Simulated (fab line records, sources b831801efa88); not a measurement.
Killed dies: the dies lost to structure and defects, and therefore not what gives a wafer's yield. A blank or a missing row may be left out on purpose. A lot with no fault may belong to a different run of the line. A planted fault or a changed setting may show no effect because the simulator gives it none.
fab line records	flow sky130
record: lots: 5	wafers: 23
route steps=708 shown VT_ADJUST_LVTN@111 VT_ADJUST_NCORE@121 VT_ADJUST_HVTR@137 VT_ADJUST_PCH@145 SONOS_TUNNEL@160 SONOS_ONO@168
startH: hours from the record's opening day to when the first of the lot's shown wafers began	waitH: hours elapsed since this lot's preceding step	" as in the row above	L1.1+2: a row that stands for several wafers	- value missing, or start not given	* or withheld: withheld	< > ~ a bound
route shown NAME@n: names a module that has steps shown in the file, with the first one's number in the route	usual: mean/standard deviation taken from wafers without a fault	same: alike in all rows	chamber/n: place in a boat	sites: the reading at each site	_std_site: the standard deviation of these	_edge_site: inner sites' mean taken away from outer sites' mean	radiusMm: how far each site lies from the wafer's centre	mask NAME#n: copy n	behind: the most recent tool/chamber to have shaped the wafer	hold: the reason the lot was held/the length of the hold in hours/how it ended	device: the transistor (n, p or np) that didn't switch	end of line: the route-end tests of the same wafers	for a step that has no rows: nothing shown but its recipe	killed: the dies lost at the first sort to structure and to defects; this is not the yield of the wafer	map: dies across one wafer; x = killed, . = not, _ = none there
set.NAME: the setting as run; set.NAME@STEP: as run at that earlier step	model.NAME: the simulator's own value behind a step, which no gauge read
lots where settings were altered on purpose, with a table for each step and a row for each wafer
== steps ==
step: SKY_VT_ADJUST_LVTN_SOFTBAKE_14
recipe: tempC: 90	timeS: 60	resist: NOVOLAK
lot.wafer	tool	chamber	startH	waitH	set.tempC
L074.1+2+4	lithoTrack-04	0	175.86	0.1	92.03
L074.5+6	"	0	"	"	90
L078.1+2+5	lithoTrack-01	0	193.19	0.1	87.38
L078.3+6	"	0	"	"	90
L080.1+3+6	lithoTrack-04	0	199.31	0.1	90
L082.1+6	lithoTrack-01	0	203.44	0.1	90
L082.3+4+5	"	0	"	"	86.43
L085.1+4	lithoTrack-02	0	227.83	0.1	90
L085.2+5+6	"	0	"	"	93.71
step: SKY_VT_ADJUST_LVTN_EXPOSE_15
recipe: maskId: HVN_STD_DERIVED	na: 0.6	sourceShape: conventional	sigmaOuter: 0.6	polarization: unpolarized	targetCdNm: 600	doseMj: 163
step: SKY_VT_ADJUST_LVTN_PEB_16
recipe: tempC: withheld	timeS: *	resist: NOVOLAK
step: SKY_VT_ADJUST_LVTN_DEVELOP_17
recipe: resist: NOVOLAK	developer: TMAH	developTimeS: 60	devTempC: 23
lot.wafer	tool	chamber	startH	waitH	set.tempC@VT_ADJUST_LVTN_SOFTBAKE_14	model.NOVOLAK_of_VT_ADJUST_LVTN_COAT_13.thkNm
L074.1	lithoTrack-04	0	186.31	0.1	92.03	1136
L074.2	"	0	"	"	92.03	1137
L074.4	"	0	"	"	92.03	1138
L074.5	"	0	"	"	90	1143
L074.6	"	0	"	"	90	1144
L078.1	lithoTrack-02	0	203.73	0.1	87.38	1157
L078.2	"	0	"	"	87.38	1150
L078.3+6	"	0	"	"	90	1144
L078.5	"	0	"	"	87.38	1152
L080.1+6	lithoTrack-02	0	209.73	0.1	90	1141
L080.3	"	0	"	"	90	1142
L082.1	lithoTrack-02	0	214.68	0.1	90	1147
L082.3+4	"	0	"	"	86.43	1156
L082.5	"	0	"	"	86.43	1157
L082.6	"	0	"	"	90	1144
L085.1	lithoTrack-04	0	238.81	0.1	90	1143
L085.2	"	0	"	"	93.71	1130
L085.4	"	0	"	"	90	1140
L085.5	"	0	"	"	93.71	1129
L085.6	"	0	"	"	93.71	1128
step: SKY_VT_ADJUST_LVTN_IMPLANT_19
recipe: species: B	energyKev: 30	doseCm2: 6.5e+11	tiltDeg: withheld
step: SKY_VT_ADJUST_LVTN_STRIP_20
recipe: chemistry: O2/N2	powerW: 1400	pressureMtorr: 1500	platenTempC: withheld	o2FlowSccm: 3000	n2FlowSccm: 300	overashFraction: 0.5
usual: stripTimeToEndpointS: 14.19/0.04
lot.wafer	tool	chamber	startH	waitH	set.tempC@VT_ADJUST_LVTN_SOFTBAKE_14	stripTimeToEndpointS
L074.1	plasmaAsher-02	0	186.64	0.1	92.03	14.14
L074.2	"	1	"	"	92.03	14.13
L074.4	"	0	"	"	92.03	14.16
L074.5	"	0	"	"	90	14.20
L074.6	"	1	"	"	90	14.24
L078.1	plasmaAsher-03	0	204.07	0.1	87.38	14.34
L078.2	"	1	"	"	87.38	14.29
L078.3	"	1	"	"	90	14.22
L078.5	"	1	"	"	87.38	14.27
L078.6	"	0	"	"	90	14.24
L080.1	plasmaAsher-01	0	210.07	0.1	90	14.19
L080.3	"	0	"	"	90	14.20
L080.6	"	0	"	"	90	14.19
L082.1	plasmaAsher-02	1	215.02	0.1	90	14.27
L082.3	"	1	"	"	86.43	14.34
L082.4	"	0	"	"	86.43	14.34
L082.5	"	1	"	"	86.43	14.34
L082.6	"	0	"	"	90	14.22
L085.1	plasmaAsher-01	1	239.14	0.1	90	14.21
L085.2	"	0	"	"	93.71	14.05
L085.4	"	0	"	"	90	14.18
L085.5	"	0	"	"	93.71	14.05
L085.6	"	1	"	"	93.71	14.02
step: SKY_VT_ADJUST_NCORE_COAT_02
recipe: resist: NOVOLAK	spinRpm: 3000	resistThkNm: 1140
lot.wafer	tool	chamber	startH	waitH	set.resistThkNm	model.NOVOLAK_of_VT_ADJUST_NCORE_COAT_02.thkNm
L074.1	lithoTrack-02	0	196.48	0.1	1105	1102
L074.2	"	0	"	"	1105	1109
L074.4	"	0	"	"	1140	1142
L074.5	"	0	"	"	1105	1108
L074.6	"	0	"	"	1140	1143
L078.1	lithoTrack-01	0	215.04	0.1	1161	1168
L078.2+5	"	0	"	"	1140	1150
L078.3+6	"	0	"	"	1161	1171
L080.1	lithoTrack-01	0	220.64	0.1	1140	1137
L080.3	"	0	"	"	1140	1139
L080.6	"	0	"	"	1140	1136
L082.1+3	lithoTrack-01	0	226.14	0.1	1140	1142
L082.4+5	"	0	"	"	1182	1181
L082.6	"	0	"	"	1182	1180
L085.1	lithoTrack-02	0	250.88	0.1	1092	1097
L085.2+5	"	0	"	"	1092	1095
L085.4	"	0	"	"	1140	1144
L085.6	"	0	"	"	1140	1141
step: SKY_VT_ADJUST_NCORE_SOFTBAKE_03
recipe: tempC: 90	timeS: 60	resist: NOVOLAK
step: SKY_VT_ADJUST_NCORE_EXPOSE_04
recipe: maskId: LVTN_COMPLEMENT_THIN	na: 0.6	sourceShape: conventional	sigmaOuter: 0.6	polarization: unpolarized	targetCdNm: 380	doseMj: 139
step: SKY_VT_ADJUST_NCORE_PEB_05
recipe: tempC: withheld	timeS: *	resist: NOVOLAK
step: SKY_VT_ADJUST_NCORE_DEVELOP_06
recipe: resist: NOVOLAK	developer: TMAH	developTimeS: 59.05	devTempC: 23
lot.wafer	tool	chamber	startH	waitH	set.resistThkNm@VT_ADJUST_NCORE_COAT_02	model.VT_ADJUST_NCORE.cdNm
L074.1	lithoTrack-03	0	207.53	0.1	1105	383.2
L074.2	"	0	"	"	1105	384
L074.4	"	0	"	"	1140	380.2
L074.5	"	0	"	"	1105	382.5
L074.6	"	0	"	"	1140	381
L078.1	lithoTrack-03	0	226.53	0.1	1161	378.9
L078.2	"	0	"	"	1140	381.6
L078.3	"	0	"	"	1161	382.6
L078.5	"	0	"	"	1140	382.2
L078.6	"	0	"	"	1161	379.2
L080.1	lithoTrack-02	0	232.13	0.1	1140	380.8
L080.3	"	0	"	"	1140	381.4
L080.6	"	0	"	"	1140	381.2
L082.1	lithoTrack-02	0	236.83	0.1	1140	383.7
L082.3	"	0	"	"	1140	381.7
L082.4	"	0	"	"	1182	378.6
L082.5	"	0	"	"	1182	378.1
L082.6	"	0	"	"	1182	378.7
L085.1	lithoTrack-02	0	262.98	0.1	1092	383.8
L085.2	"	0	"	"	1092	386
L085.4	"	0	"	"	1140	379.5
L085.5	"	0	"	"	1092	387.3
L085.6	"	0	"	"	1140	382
step: SKY_VT_ADJUST_NCORE_CD_MEAS_07
recipe: targetCdNm: 380
usual: cdNm: 380.3/2.1
lot.wafer	tool	chamber	startH	waitH	set.resistThkNm@VT_ADJUST_NCORE_COAT_02	cdNm
L074.1	cdSem-01	-	207.68	0.1	1105	383.0
L074.2	"	-	"	"	1105	383.9
L074.4	"	-	"	"	1140	380.0
L074.5	"	-	"	"	1105	382.6
L074.6	"	-	"	"	1140	381.0
L078.1	cdSem-01	-	226.68	0.1	1161	379.1
L078.2	"	-	"	"	1140	381.6
L078.3	"	-	"	"	1161	382.6
L078.5	"	-	"	"	1140	382.0
L078.6	"	-	"	"	1161	378.9
L080.1	cdSem-01	-	232.28	0.1	1140	380.7
L080.3	"	-	"	"	1140	381.3
L080.6	"	-	"	"	1140	381.4
L082.1	cdSem-02	-	236.98	0.1	1140	383.7
L082.3	"	-	"	"	1140	381.9
L082.4	"	-	"	"	1182	378.5
L082.5	"	-	"	"	1182	378.0
L082.6	"	-	"	"	1182	378.4
L085.1	cdSem-01	-	263.13	0.1	1092	383.9
L085.2	"	-	"	"	1092	385.7
L085.4	"	-	"	"	1140	379.7
L085.5	"	-	"	"	1092	387.2
L085.6	"	-	"	"	1140	382.2
step: SKY_VT_ADJUST_NCORE_IMPLANT_09
recipe: species: B	energyKev: 10	doseCm2: 2.4e+12	tiltDeg: withheld
step: SKY_VT_ADJUST_NCORE_STRIP_10
recipe: chemistry: O2/N2	powerW: 1400	pressureMtorr: 1500	platenTempC: withheld	o2FlowSccm: 3000	n2FlowSccm: 300	overashFraction: 0.5
usual: stripTimeToEndpointS: 14.19/0.046
lot.wafer	tool	chamber	startH	waitH	set.resistThkNm@VT_ADJUST_NCORE_COAT_02	stripTimeToEndpointS
L074.1	plasmaAsher-01	0	207.98	0.1	1105	13.75
L074.2	"	1	"	"	1105	13.82
L074.4	"	1	"	"	1140	14.22
L074.5	"	1	"	"	1105	13.80
L074.6	"	0	"	"	1140	14.21
L078.1	plasmaAsher-03	1	226.98	0.1	1161	14.47
L078.2	"	0	"	"	1140	14.29
L078.3	"	1	"	"	1161	14.51
L078.5	"	1	"	"	1140	14.30
L078.6	"	0	"	"	1161	14.50
L080.1	plasmaAsher-04	0	232.59	0.1	1140	14.14
L080.3	"	0	"	"	1140	14.18
L080.6	"	0	"	"	1140	14.14
L082.1	plasmaAsher-03	1	237.29	0.1	1140	14.20
L082.3	"	0	"	"	1140	14.19
L082.4	"	1	"	"	1182	14.62
L082.5	"	1	"	"	1182	14.63
L082.6	"	0	"	"	1182	14.61
L085.1	plasmaAsher-01	1	263.44	0.1	1092	13.66
L085.2	"	0	"	"	1092	13.62
L085.4	"	1	"	"	1140	14.23
L085.5	"	1	"	"	1092	13.65
L085.6	"	0	"	"	1140	14.18
step: SKY_VT_ADJUST_HVTR_DEVELOP_06
recipe: developTimeS: 60	devTempC: 23
lot.wafer	tool	chamber	startH	waitH	set.developTimeS
L074.1+6	lithoTrack-03	0	230.38	0.1	60
L074.2+4+5	"	0	"	"	52.96
L078.1+2+6	lithoTrack-02	0	249.78	0.1	53.26
L078.3+5	"	0	"	"	60
L080.1+3+6	lithoTrack-04	0	255.86	0.1	60
L082.1+3+4+5+6	lithoTrack-03	0	260.03	0.1	60
L085.1+4+5	lithoTrack-02	0	287.58	0.1	54.42
L085.2+6	"	0	"	"	60
step: SKY_VT_ADJUST_HVTR_CD_MEAS_07
recipe: targetCdNm: 380
usual: cdNm: 380.8/3
lot.wafer	tool	chamber	startH	waitH	set.developTimeS@VT_ADJUST_HVTR_DEVELOP_06	cdNm
L074.1	cdSem-02	-	230.53	0.1	60	377.7
L074.2	"	-	"	"	52.96	363.0
L074.4	"	-	"	"	52.96	363.8
L074.5	"	-	"	"	52.96	365.0
L074.6	"	-	"	"	60	378.9
L078.1	cdSem-01	-	249.93	0.1	53.26	368.5
L078.2	"	-	"	"	53.26	369.1
L078.3	"	-	"	"	60	380.8
L078.5	"	-	"	"	60	380.5
L078.6	"	-	"	"	53.26	370.7
L080.1	cdSem-02	-	256.01	0.1	60	380.4
L080.3	"	-	"	"	60	377.6
L080.6	"	-	"	"	60	377.0
L082.1	cdSem-02	-	260.18	0.1	60	384.5
L082.3	"	-	"	"	60	384.3
L082.4	"	-	"	"	60	383.6
L082.5	"	-	"	"	60	383.2
L082.6	"	-	"	"	60	384.1
L085.1	cdSem-01	-	287.73	0.1	54.42	370.9
L085.2	"	-	"	"	60	379.2
L085.4	"	-	"	"	54.42	372.5
L085.5	"	-	"	"	54.42	369.5
L085.6	"	-	"	"	60	380.3
step: SKY_VT_ADJUST_PCH_COAT_02
recipe: spinRpm: 2000	resistThkNm: 3000
lot.wafer	tool	chamber	startH	waitH	set.spinRpm	model.coat_of_VT_ADJUST_PCH_COAT_02.thkNm
L074.1	lithoTrack-03	0	242.53	0.1	2052	2957
L074.2	"	0	"	"	2000	2990
L074.4+6	"	0	"	"	2052	2960
L074.5	"	0	"	"	2000	2993
L078.1	lithoTrack-04	0	262.16	0.1	2132	2896
L078.2	"	0	"	"	2000	2992
L078.3	"	0	"	"	2000	3001
L078.5	"	0	"	"	2132	2914
L078.6	"	0	"	"	2132	2903
L080.1	lithoTrack-01	0	268.24	0.1	2000	3007
L080.3	"	0	"	"	2000	3016
L080.6	"	0	"	"	2000	3006
L082.1+5	lithoTrack-04	0	272.01	0.1	2000	2979
L082.3	"	0	"	"	1857	3102
L082.4	"	0	"	"	1857	3098
L082.6	"	0	"	"	2000	2986
L085.1	lithoTrack-03	0	299.98	0.1	2000	2999
L085.2	"	0	"	"	2000	3004
L085.4+6	"	0	"	"	2000	2996
L085.5	"	0	"	"	2000	2998
step: SKY_VT_ADJUST_PCH_IMPLANT_08
recipe: species: B	energyKev: 10	doseCm2: 5e+11	tiltDeg: withheld
lot.wafer	tool	chamber	startH	waitH	set.energyKev	model.implant.rpNm	model.implant.drpNm
L074.1+4	implanter-01	0	254.41	0.0	10	32.65	17.11
L074.2+5+6	"	0	"	"	9.608	31.6	16.64
L078.1+3+5	implanter-02	0	274.12	0.0	10.37	34.09	17.55
L078.2+6	"	0	"	"	10	32.89	17.11
L080.1+3+6	implanter-01	0	280.26	0.0	10	31.35	17.11
L082.1+3+5	implanter-01	0	284.52	0.0	10	32.22	17.11
L082.4+6	"	0	"	"	10.55	33.97	17.77
L085.1+2+4+5+6	implanter-03	0	313.16	0.0	10	32.23	17.11
step: SKY_VT_ADJUST_PCH_STRIP_09
recipe: chemistry: O2/N2	powerW: 1400	pressureMtorr: 1500	platenTempC: withheld	o2FlowSccm: 3000	n2FlowSccm: 300	overashFraction: 0.5
usual: stripTimeToEndpointS: 36.86/0.11
lot.wafer	tool	chamber	startH	waitH	set.spinRpm@VT_ADJUST_PCH_COAT_02	stripTimeToEndpointS
L074.1	plasmaAsher-02	0	254.56	0.1	2052	36.41
L074.2	"	1	"	"	2000	36.78
L074.4	"	1	"	"	2052	36.44
L074.5	"	0	"	"	2000	36.83
L074.6	"	1	"	"	2052	36.43
L078.1	plasmaAsher-01	1	274.27	0.1	2132	35.74
L078.2	"	0	"	"	2000	36.83
L078.3	"	1	"	"	2000	36.94
L078.5	"	1	"	"	2132	35.91
L078.6	"	0	"	"	2132	35.81
L080.1	plasmaAsher-01	0	280.41	0.1	2000	36.99
L080.3	"	0	"	"	2000	37.12
L080.6	"	1	"	"	2000	36.99
L082.1	plasmaAsher-02	0	284.67	0.1	2000	36.65
L082.3	"	0	"	"	1857	38.07
L082.4	"	1	"	"	1857	38.02
L082.5	"	1	"	"	2000	36.67
L082.6	"	0	"	"	2000	36.75
L085.1	plasmaAsher-04	0	313.31	0.1	2000	36.89
L085.2	"	1	"	"	2000	36.97
L085.4	"	1	"	"	2000	36.87
L085.5	"	0	"	"	2000	36.87
L085.6	"	1	"	"	2000	36.87
step: SKY_SONOS_TUNNEL_DEVELOP_06
recipe: resist: NOVOLAK	developer: TMAH	developTimeS: 60	devTempC: 23
lot.wafer	tool	chamber	startH	waitH	set.devTempC
L074.1+5	lithoTrack-01	0	277.59	0.1	23
L074.2+4+6	"	0	"	"	20.98
L078.1+2	lithoTrack-04	0	298.61	0.1	20.54
L078.3+5+6	"	0	"	"	23
L080.1+3+6	lithoTrack-01	0	305.34	0.1	23
L082.1+3+4	lithoTrack-01	0	309.54	0.1	20.97
L082.5+6	"	0	"	"	23
L085.1+2+4	lithoTrack-04	0	339.16	0.1	23
L085.5+6	"	0	"	"	19.55
step: SKY_SONOS_TUNNEL_CD_MEAS_07
recipe: targetCdNm: 410
usual: cdNm: 410.2/2
lot.wafer	tool	chamber	startH	waitH	set.devTempC@SONOS_TUNNEL_DEVELOP_06	cdNm
L074.1	cdSem-02	-	277.74	0.1	23	409.4
L074.2	"	-	"	"	20.98	414.5
L074.4	"	-	"	"	20.98	414.8
L074.5	"	-	"	"	23	409.5
L074.6	"	-	"	"	20.98	415.6
L078.1	cdSem-02	-	298.76	0.1	20.54	417.9
L078.2	"	-	"	"	20.54	418.3
L078.3	"	-	"	"	23	411.8
L078.5	"	-	"	"	23	412.6
L078.6	"	-	"	"	23	412.4
L080.1	cdSem-01	-	305.49	0.1	23	406.1
L080.3	"	-	"	"	23	406.1
L080.6	"	-	"	"	23	405.2
L082.1	cdSem-01	-	309.69	0.1	20.97	420.1
L082.3	"	-	"	"	20.97	417.4
L082.4	"	-	"	"	20.97	418.8
L082.5	"	-	"	"	23	412.3
L082.6	"	-	"	"	23	411.0
L085.1	cdSem-02	-	339.31	0.1	23	409.1
L085.2	"	-	"	"	23	409.5
L085.4	"	-	"	"	23	409.5
L085.5	"	-	"	"	19.55	421.2
L085.6	"	-	"	"	19.55	423.3
step: SKY_SONOS_ONO_OXIDATION_00
recipe: tempC: 800	ambient: O2	idleTempC: 700	rampUpCPerMin: 10	rampDownCPerMin: 3	stabiliseS: 600	purgeS: 300	targetThkA: 26	oxTimeS: 1249
lot.wafer	tool	chamber	startH	waitH	set.tempC	model.SiO2_of_SONOS_ONO_OXIDATION_00.thkNm
L074.1	-	-	-	0.3	800	2.672
L074.2	"	-	"	"	800	2.676
L074.4	"	-	"	"	800	2.682
L074.5	"	-	"	"	800	2.69
L074.6	"	-	"	"	800	2.654
L078.1	-	-	-	0.0	821.6	3.572
L078.2	"	-	"	"	821.6	3.583
L078.3	"	-	"	"	821.6	3.553
L078.5	"	-	"	"	821.6	3.532
L078.6	"	-	"	"	821.6	3.545
L080.1	furnace-01	0	307.24	1.1	800	2.643
L080.3	"	0	"	"	800	2.639
L080.6	"	0	"	"	800	2.63
L082.1	-	-	-	1.8	808	2.923
L082.3	"	-	"	"	808	2.895
L082.4	"	-	"	"	808	2.913
L082.5	"	-	"	"	808	2.969
L082.6	"	-	"	"	808	2.952
L085.1	-	-	-	2.0	810.1	2.993
L085.2	"	-	"	"	810.1	3.006
L085.4	"	-	"	"	810.1	2.975
L085.5	"	-	"	"	810.1	2.98
L085.6	"	-	"	"	810.1	2.985
step: SKY_SONOS_ONO_THK_MEAS_01
recipe: reads: SiO2_of_SONOS_ONO_OXIDATION_00
usual: SONOS_ONO_OXIDATION_THK: 2.59/0.052
lot.wafer	tool	chamber	startH	waitH	set.tempC@SONOS_ONO_OXIDATION_00	SONOS_ONO_OXIDATION_THK[nm]
L074.1	filmMetro-04	-	-	-	800	2.69
L074.2	"	-	"	"	800	2.64
L074.4	"	-	"	"	800	2.67
L074.5	"	-	"	"	800	2.67
L074.6	"	-	"	"	800	2.64
L078.1	filmMetro-03	-	-	-	821.6	3.54
L078.2	"	-	"	"	821.6	3.56
L078.3	"	-	"	"	821.6	3.51
L078.5	"	-	"	"	821.6	3.52
L078.6	"	-	"	"	821.6	3.56
L080.1	filmMetro-03	-	308.59	0.0	800	2.67
L080.3	"	-	"	"	800	2.61
L080.6	"	-	"	"	800	2.68
L082.1	filmMetro-01	-	-	-	808	2.91
L082.3	"	-	"	"	808	2.90
L082.4	"	-	"	"	808	2.91
L082.5	"	-	"	"	808	2.95
L082.6	"	-	"	"	808	2.98
L085.1	filmMetro-03	-	-	-	810.1	2.95
L085.2	"	-	"	"	810.1	3.03
L085.4	"	-	"	"	810.1	3.01
L085.5	"	-	"	"	810.1	2.98
L085.6	"	-	"	"	810.1	2.99
step: SKY_SONOS_ONO_COAT_08
recipe: resist: NOVOLAK	spinRpm: 3000	resistThkNm: 1140
lot.wafer	tool	chamber	startH	waitH	set.spinRpm	model.NOVOLAK_of_SONOS_ONO_COAT_08.thkNm
L074.1	lithoTrack-02	0	296.58	0.1	3000	1139
L074.2	"	0	"	"	3000	1137
L074.4	"	0	"	"	3000	1142
L074.5	"	0	"	"	2890	1164
L074.6	"	0	"	"	2890	1163
L078.1	lithoTrack-03	0	317.83	0.1	3000	1137
L078.2	"	0	"	"	2890	1157
L078.3	"	0	"	"	3000	1133
L078.5+6	"	0	"	"	2890	1156
L080.1	lithoTrack-03	0	329.88	0.1	3000	1138
L080.3	"	0	"	"	3000	1140
L080.6	"	0	"	"	3000	1134
L082.1+3	lithoTrack-02	0	331.43	0.1	3000	1145
L082.4	"	0	"	"	3000	1144
L082.5	"	0	"	"	3000	1146
L082.6	"	0	"	"	3000	1143
L085.1	lithoTrack-02	0	358.93	0.1	3127	1113
L085.2+4	"	0	"	"	3000	1134
L085.5	"	0	"	"	3000	1140
L085.6	"	0	"	"	3127	1112
step: SKY_SONOS_ONO_SOFTBAKE_09
recipe: tempC: 90	timeS: 60	resist: NOVOLAK
step: SKY_SONOS_ONO_EXPOSE_10
recipe: maskId: ONOM	targetCdNm: 410	na: 0.6	sourceShape: conventional	sigmaOuter: 0.6	doseMj: 150
step: SKY_SONOS_ONO_ETCH_15
recipe: targetDepthNm: 19.52	chemistry: CHF3/O2	sourceW: 600	biasW: 200	pressureMtorr: 40	chf3FlowSccm: 50	O2_flow_sccm: 5	timeS: 7.8
step: SKY_SONOS_ONO_WET_ETCH_16
recipe: chemistry: dHF	targetDepthNm: 14	dry: n2Spin	target: SiO2	dilution: 100:1	tempC: 25	timeS: 280
step: SKY_SONOS_ONO_STRIP_17
recipe: chemistry: O2/N2	powerW: 1400	pressureMtorr: 1500	platenTempC: withheld	o2FlowSccm: 3000	n2FlowSccm: 300	overashFraction: 0.5
usual: stripTimeToEndpointS: 14.10/0.045
lot.wafer	tool	chamber	startH	waitH	set.spinRpm@SONOS_ONO_COAT_08	stripTimeToEndpointS
L074.1	plasmaAsher-02	0	309.66	0.0	3000	14.09
L074.2	"	1	"	"	3000	14.06
L074.4	"	0	"	"	3000	14.13
L074.5	"	1	"	"	2890	14.36
L074.6	"	0	"	"	2890	14.36
L078.1	plasmaAsher-02	1	330.80	0.0	3000	14.05
L078.2	"	0	"	"	2890	14.29
L078.3	"	0	"	"	3000	14.00
L078.5	"	0	"	"	2890	14.29
L078.6	"	1	"	"	2890	14.29
L080.1	plasmaAsher-01	1	344.29	0.0	3000	14.06
L080.3	"	1	"	"	3000	14.11
L080.6	"	0	"	"	3000	14.01
L082.1	plasmaAsher-01	0	345.46	0.0	3000	14.15
L082.3	"	1	"	"	3000	14.16
L082.4	"	0	"	"	3000	14.15
L082.5	"	0	"	"	3000	14.16
L082.6	"	1	"	"	3000	14.14
L085.1	plasmaAsher-01	1	373.79	0.0	3127	13.79
L085.2	"	0	"	"	3000	14.02
L085.4	"	1	"	"	3000	14.01
L085.5	"	0	"	"	3000	14.10
L085.6	"	1	"	"	3127	13.79
== key ==
split: step: SKY_VT_ADJUST_LVTN_SOFTBAKE_14	setting: tempC	stated: 90	by: wafer
response: step: SKY_VT_ADJUST_LVTN_DEVELOP_17	reading: model.NOVOLAK_of_VT_ADJUST_LVTN_COAT_13.thkNm	change: -2.88	per: 1%	r: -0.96
response: step: SKY_VT_ADJUST_LVTN_STRIP_20	reading: stripTimeToEndpointS	change: *	per: 1%	r: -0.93
split: step: SKY_VT_ADJUST_NCORE_COAT_02	setting: resistThkNm	stated: 1140	by: wafer
response: step: SKY_VT_ADJUST_NCORE_COAT_02	reading: model.NOVOLAK_of_VT_ADJUST_NCORE_COAT_02.thkNm	change: +11.1	per: 1%	r: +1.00
response: step: SKY_VT_ADJUST_NCORE_DEVELOP_06	reading: model.VT_ADJUST_NCORE.cdNm	change: -1.08	per: 1%	r: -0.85
response: step: SKY_VT_ADJUST_NCORE_CD_MEAS_07	reading: cdNm	change: -1.08	per: 1%	r: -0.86
response: step: SKY_VT_ADJUST_NCORE_STRIP_10	reading: stripTimeToEndpointS	change: *	per: 1%	r: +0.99
split: step: SKY_VT_ADJUST_HVTR_DEVELOP_06	setting: developTimeS	stated: 60	by: wafer
response: step: SKY_VT_ADJUST_HVTR_CD_MEAS_07	reading: cdNm	change: +1.07	per: 1%	r: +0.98
split: step: SKY_VT_ADJUST_PCH_COAT_02	setting: spinRpm	stated: 2000	by: wafer
response: step: SKY_VT_ADJUST_PCH_COAT_02	reading: model.coat_of_VT_ADJUST_PCH_COAT_02.thkNm	change: -15.2	per: 1%	r: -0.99
response: step: SKY_VT_ADJUST_PCH_STRIP_09	reading: stripTimeToEndpointS	change: *	per: 1%	r: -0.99
split: step: SKY_VT_ADJUST_PCH_IMPLANT_08	setting: energyKev	stated: 10	by: wafer
response: step: SKY_VT_ADJUST_PCH_IMPLANT_08	reading: model.implant.rpNm	change: +0.306	per: 1%	r: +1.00
response: step: SKY_VT_ADJUST_PCH_IMPLANT_08	reading: model.implant.drpNm	change: +0.119	per: 1%	r: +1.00
split: step: SKY_SONOS_TUNNEL_DEVELOP_06	setting: devTempC	stated: 23	by: wafer
response: step: SKY_SONOS_TUNNEL_CD_MEAS_07	reading: cdNm	change: -0.74	per: 1%	r: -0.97
split: step: SKY_SONOS_ONO_OXIDATION_00	setting: tempC	stated: 800	by: lot
response: step: SKY_SONOS_ONO_OXIDATION_00	reading: model.SiO2_of_SONOS_ONO_OXIDATION_00.thkNm	change: +0.329	per: 1%	r: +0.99
response: step: SKY_SONOS_ONO_THK_MEAS_01	reading: SONOS_ONO_OXIDATION_THK	change: +0.325	per: 1%	r: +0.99
split: step: SKY_SONOS_ONO_COAT_08	setting: spinRpm	stated: 3000	by: wafer
response: step: SKY_SONOS_ONO_COAT_08	reading: model.NOVOLAK_of_SONOS_ONO_COAT_08.thkNm	change: -5.89	per: 1%	r: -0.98
response: step: SKY_SONOS_ONO_STRIP_17	reading: stripTimeToEndpointS	change: *	per: 1%	r: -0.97
